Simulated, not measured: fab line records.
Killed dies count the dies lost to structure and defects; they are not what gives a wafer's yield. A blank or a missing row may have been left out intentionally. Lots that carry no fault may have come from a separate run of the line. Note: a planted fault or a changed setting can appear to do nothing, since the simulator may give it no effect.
Commonality check across tools | flow gf180mcu | 33 wafers sampled across 11 lots

## WHY THIS WAS OPENED
2 of 11 lots carry a flag on the reading HV_LDD_4_TW at GF_HV_LDD_TW_MEAS_50. Fault-free wafers read 573, with a standard deviation of 4.2.
Rule: a lot is flagged in two cases, either no wafer of it has a number, or all its wafers with numbers fall more than 4 standard deviations from that mean. The other lots count as sound.

lot  | measured     | on            | HV_LDD_4_TW, wafer by wafer | flag
L459 | day 12 10:15 | film-metro-02 | 569 564 568                 |
L461 | day 13 02:17 | film-metro-01 | 569 573 571                 |
L464 | day 14 04:04 | film-metro-01 | 575 575 573                 |
L467 | day 15 03:41 | film-metro-02 | 572 573 566                 |
L468 | day 15 06:28 | film-metro-01 | 30 30 30                    | FLAGGED
L469 | day 15 18:16 | film-metro-04 | 30 30 31                    | FLAGGED
L474 | day 17 16:19 | film-metro-02 | 567 575 570                 |
L478 | day 19 02:46 | film-metro-02 | 573 574 574                 |
L479 | day 19 06:06 | film-metro-01 | 566 565 570                 |
L480 | day 19 12:34 | film-metro-04 | 578 580 580                 |
L481 | day 20 00:35 | film-metro-01 | 575 577 576                 |
Flagged lots average 30: -543 relative to the usual, that is -99 or more standard deviations.

## WHICH TOOL EACH LOT WENT THROUGH
3 process steps preceding the reading are held in the record, out of 602 steps in the route. Every cell lists first the tool, next ch and the chambers used by the sampled wafers, and last the start.
lot  | flag    | GF_HV_LDD_STRIP_22                   | GF_HV_LDD_STRIP_37                   | GF_HV_LDD_STRIP_49
L459 |         | plasma-asher-04 ch 0, day 10 20:00   | plasma-asher-03 ch 0,1, day 11 14:52 | plasma-asher-02 ch 0,1, day 12 10:09
L461 |         | plasma-asher-04 ch 0,1, day 11 11:15 | plasma-asher-02 ch 0,1, day 12 06:39 | plasma-asher-02 ch 0,1, day 13 02:11
L464 |         | plasma-asher-02 ch 0,1, day 12 12:02 | plasma-asher-02 ch 0,1, day 13 07:59 | plasma-asher-02 ch 1, day 14 03:57
L467 |         | plasma-asher-04 ch 0, day 13 10:43   | plasma-asher-04 ch 0,1, day 14 06:18 | plasma-asher-02 ch 0,1, day 15 03:35
L468 | FLAGGED | plasma-asher-02 ch 0,1, day 13 13:29 | plasma-asher-04 ch 0,1, day 14 09:18 | plasma-asher-03 ch 0,1, day 15 06:22
L469 | FLAGGED | plasma-asher-03 ch 0,1, day 14 00:50 | plasma-asher-02 ch 0,1, day 14 20:59 | plasma-asher-04 ch 0,1, day 15 18:09
L474 |         | plasma-asher-03 ch 0,1, day 15 18:17 | plasma-asher-04 ch 0,1, day 16 17:33 | plasma-asher-04 ch 0,1, day 17 16:13
L478 |         | plasma-asher-03 ch 0, day 17 01:32   | plasma-asher-02 ch 0,1, day 18 02:05 | plasma-asher-02 ch 0,1, day 19 02:40
L479 |         | plasma-asher-02 ch 0,1, day 17 05:54 | plasma-asher-02 ch 0,1, day 18 05:47 | plasma-asher-04 ch 0,1, day 19 06:00
L480 |         | plasma-asher-02 ch 0,1, day 17 11:04 | plasma-asher-04 ch 0,1, day 18 11:43 | plasma-asher-02 ch 0,1, day 19 12:28
L481 |         | plasma-asher-02 ch 1, day 17 22:23   | plasma-asher-04 ch 1, day 18 23:16   | plasma-asher-02 ch 0,1, day 20 00:29
What is done by these steps:
- GF_HV_LDD_STRIP_22: strips in O2/N2.
- GF_HV_LDD_STRIP_37: strips in O2/N2.
- GF_HV_LDD_STRIP_49: strips in O2/N2.
- GF_HV_LDD_TW_MEAS_50

## FLAGGED AGAINST TOTAL, ONE TOOL AT A TIME (gauges that did the reading follow at the end)
step                 | tool            | lots run | flagged | share of the flagged lots | sound lots run after its first flagged lot
GF_HV_LDD_STRIP_22   | plasma-asher-02 | 5        | 1       | some                      | 3 (L479,L480,L481)
GF_HV_LDD_STRIP_22   | plasma-asher-03 | 3        | 1       | some                      | 2 (L474,L478)
GF_HV_LDD_STRIP_22   | plasma-asher-04 | 3        | 0       | none                      | -
GF_HV_LDD_STRIP_37   | plasma-asher-02 | 5        | 1       | some                      | 2 (L478,L479)
GF_HV_LDD_STRIP_37   | plasma-asher-03 | 1        | 0       | none                      | -
GF_HV_LDD_STRIP_37   | plasma-asher-04 | 5        | 1       | some                      | 3 (L474,L480,L481)
GF_HV_LDD_STRIP_49   | plasma-asher-02 | 7        | 0       | none                      | -
GF_HV_LDD_STRIP_49   | plasma-asher-03 | 1        | 1       | some                      | 0
GF_HV_LDD_STRIP_49   | plasma-asher-04 | 3        | 1       | some                      | 2 (L474,L479)
GF_HV_LDD_TW_MEAS_50 | film-metro-01   | 5        | 1       | some                      | 2 (L479,L481)
GF_HV_LDD_TW_MEAS_50 | film-metro-02   | 4        | 0       | none                      | -
GF_HV_LDD_TW_MEAS_50 | film-metro-04   | 2        | 1       | some                      | 1 (L480)

## THE TABLE: WHAT IT ALLOWS
No row of the table ran every flagged lot.

## WHAT WAS PUT IN BY THE SIMULATOR
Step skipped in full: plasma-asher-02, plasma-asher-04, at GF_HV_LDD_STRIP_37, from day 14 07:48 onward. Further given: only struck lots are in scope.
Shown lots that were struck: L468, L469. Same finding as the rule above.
